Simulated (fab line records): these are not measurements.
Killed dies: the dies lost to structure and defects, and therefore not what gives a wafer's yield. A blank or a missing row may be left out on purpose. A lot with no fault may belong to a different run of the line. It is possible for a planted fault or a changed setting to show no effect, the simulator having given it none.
Which tool did it? :: flow gf180mcu :: 18 wafers from 6 lots sampled at 3 of the route's 602 steps

## WHAT THE GAUGES SHOWED, per wafer
GF_STI_THK_MEAS_30.
lot: L290
measured: day 2 19:01
on: film-metro-02
STI_OXIDATION_02_THK (nm): 9.87 9.84 9.94

lot: L293
measured: day 3 09:27
on: film-metro-01
STI_OXIDATION_02_THK (nm): 10.23 10.19 10.01

lot: L298
measured: day 4 09:42
on: film-metro-02
STI_OXIDATION_02_THK (nm): 10.18 9.87 9.99

lot: L305
measured: day 5 21:32
on: film-metro-02
STI_OXIDATION_02_THK (nm): 10.30 10.19 10.22

lot: L308
measured: day 6 14:52
on: film-metro-02
STI_OXIDATION_02_THK (nm): 10.04 10.13 10.06

lot: L311
measured: day 7 05:18
on: film-metro-02
STI_OXIDATION_02_THK (nm): 10.16 10.08 10.06

## EACH LOT AND THE TOOL THAT RAN IT (in order: tool; ch and the chambers of the sampled wafers; start)
lot: L290
GF_STI_ETCH_13: rie-diel-03 ch 0,1, day 2 13:03
GF_STI_STRIP_15: plasma-asher-01 ch 0,1, day 2 13:13

lot: L293
GF_STI_ETCH_13: rie-diel-04 ch 2,3, day 3 04:27
GF_STI_STRIP_15: plasma-asher-03 ch 0,1, day 3 04:37

lot: L298
GF_STI_ETCH_13: rie-diel-04 ch 0,1,3, day 4 05:28
GF_STI_STRIP_15: plasma-asher-03 ch 0,1, day 4 05:37

lot: L305
GF_STI_ETCH_13: rie-diel-01 ch 1,2, day 5 17:09
GF_STI_STRIP_15: plasma-asher-01 ch 0,1, day 5 17:19

lot: L308
GF_STI_ETCH_13: rie-diel-03 ch 0,1,2, day 6 08:13
GF_STI_STRIP_15: plasma-asher-02 ch 1, day 6 08:22

lot: L311
GF_STI_ETCH_13: rie-diel-03 ch 1,2,3, day 7 00:12
GF_STI_STRIP_15: plasma-asher-03 ch 0,1, day 7 00:21
- GF_STI_ETCH_13: etches the open film in CHF3/O2, stops on Si, target depth 282.31 nm, time 112.9 s.
- GF_STI_STRIP_15: strips in O2/N2.

## THE ANSWER, worked out from the rows above alone
Rule: the usual values come from the lots themselves. Put in order of their means at a reading, lots are off if they are a third of the lots or fewer, leave a main group of 4 or more, and stand apart from it by a gap of 3 or more times the standard deviation of the main group's means; of several such gaps the widest counts. Not used: any main group whose means are identical at the precision the tables above print for the reading. Also off: a lot with no number at a reading for which 4 or more lots have one. The other lots that the step has rows for count as sound.
No lot is off on any of the readings shown, so nothing can be concluded from this.

## WHAT WAS PUT IN BY THE SIMULATOR
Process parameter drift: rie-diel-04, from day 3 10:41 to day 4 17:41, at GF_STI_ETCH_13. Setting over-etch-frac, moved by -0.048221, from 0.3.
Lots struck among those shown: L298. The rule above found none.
